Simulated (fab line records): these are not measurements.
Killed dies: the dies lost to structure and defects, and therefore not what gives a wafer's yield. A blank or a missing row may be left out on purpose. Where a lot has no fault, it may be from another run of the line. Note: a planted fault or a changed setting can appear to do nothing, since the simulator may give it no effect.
Matching of chambers | flow gf180mcu | 4 sister chambers for GF_V3_CMP_04 on cmp-02
The step polishes SiO2. 24 wafers are shown with their chamber, then 12 later ones without.

## WAFERS, EACH WITH ITS CHAMBER
wafer  | chamber | motorCurrentA (A) | timeToEndpointS (s)
L076.1 | 0       | 13.4              | 69
L076.3 | 2       | 12.2              | 69
L076.6 | 2       | 12.4              | 67
L077.2 | 3       | 10.9              | 77
L077.3 | 2       | 12.6              | 73
L077.4 | 1       | 12.3              | 77
L078.1 | 2       | 11.6              | 69
L078.2 | 3       | 11.3              | 75
L078.3 | 0       | 12.9              | 71
L084.4 | 1       | 12.6              | 84
L084.5 | 3       | 11.5              | 80
L084.6 | 2       | 11.9              | 78
L085.1 | 0       | 12.4              | 68
L085.2 | 1       | 13.0              | 74
L085.6 | 2       | 12.4              | 71
L086.3 | 2       | 12.6              | 76
L086.4 | 3       | 11.2              | 84
L086.6 | 0       | 12.8              | 79
L087.1 | 2       | 12.0              | 70
L087.4 | 1       | 13.1              | 76
L087.6 | 1       | 13.6              | 82
L092.1 | 2       | 12.0              | 72
L092.2 | 0       | 12.5              | 67
L092.5 | 1       | 13.5              | 72

SIGNATURES (means of the wafers above)
reading         | chamber 0 | chamber 1 | chamber 2 | chamber 3 | scatter within a chamber
motorCurrentA   | 12.800    | 13.017    | 12.189    | 11.225    | 0.388
timeToEndpointS | 70.80     | 77.50     | 71.67     | 79.00     | 4.16
Rule: a wafer lies at a distance from a chamber equal to the root of the sum of squares, over the readings, of (its reading less the chamber's mean, divided by the reading's scatter). If the next closest chamber is less than 2 further off than the closest, the wafer can't be placed; otherwise it belongs to the closest. How the scatter is found: for the shown wafers, subtract from each reading the mean of its chamber, square and add these, divide the total by (wafers less chambers), then take the root.

## WAFERS WITH NO CHAMBER GIVEN
wafer  | motorCurrentA (A) | timeToEndpointS (s)
L093.2 | 13.6              | 76
L093.4 | 13.0              | 78
L093.6 | 11.3              | 78
L094.1 | 12.6              | 71
L094.5 | 13.1              | 78
L094.6 | 10.9              | 80
L096.1 | 12.6              | 69
L096.5 | 13.2              | 78
L096.6 | 12.7              | 71
L097.1 | 12.1              | 72
L097.2 | 13.3              | 71
L097.4 | 11.6              | 78

## EACH ONE'S CHAMBER
wafer  | from the rows above          | in truth
L093.2 | can't be placed: 1 or 0      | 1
L093.4 | can't be placed: 1 or 0      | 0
L093.6 | 3                            | 3
L094.1 | can't be placed: 0 or 2 or 1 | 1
L094.5 | can't be placed: 1 or 0      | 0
L094.6 | 3                            | 3
L096.1 | can't be placed: 0 or 2 or 1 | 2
L096.5 | can't be placed: 1 or 0      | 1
L096.6 | can't be placed: 0 or 2 or 1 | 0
L097.1 | can't be placed: 2 or 0      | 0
L097.2 | can't be placed: 0 or 1 or 2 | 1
L097.4 | can't be placed: 3 or 2      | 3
Placed correctly: 2 of 12. Cannot be placed on the basis of these rows: 10; the candidates contain the true chamber in 10. 0 placed wrongly.
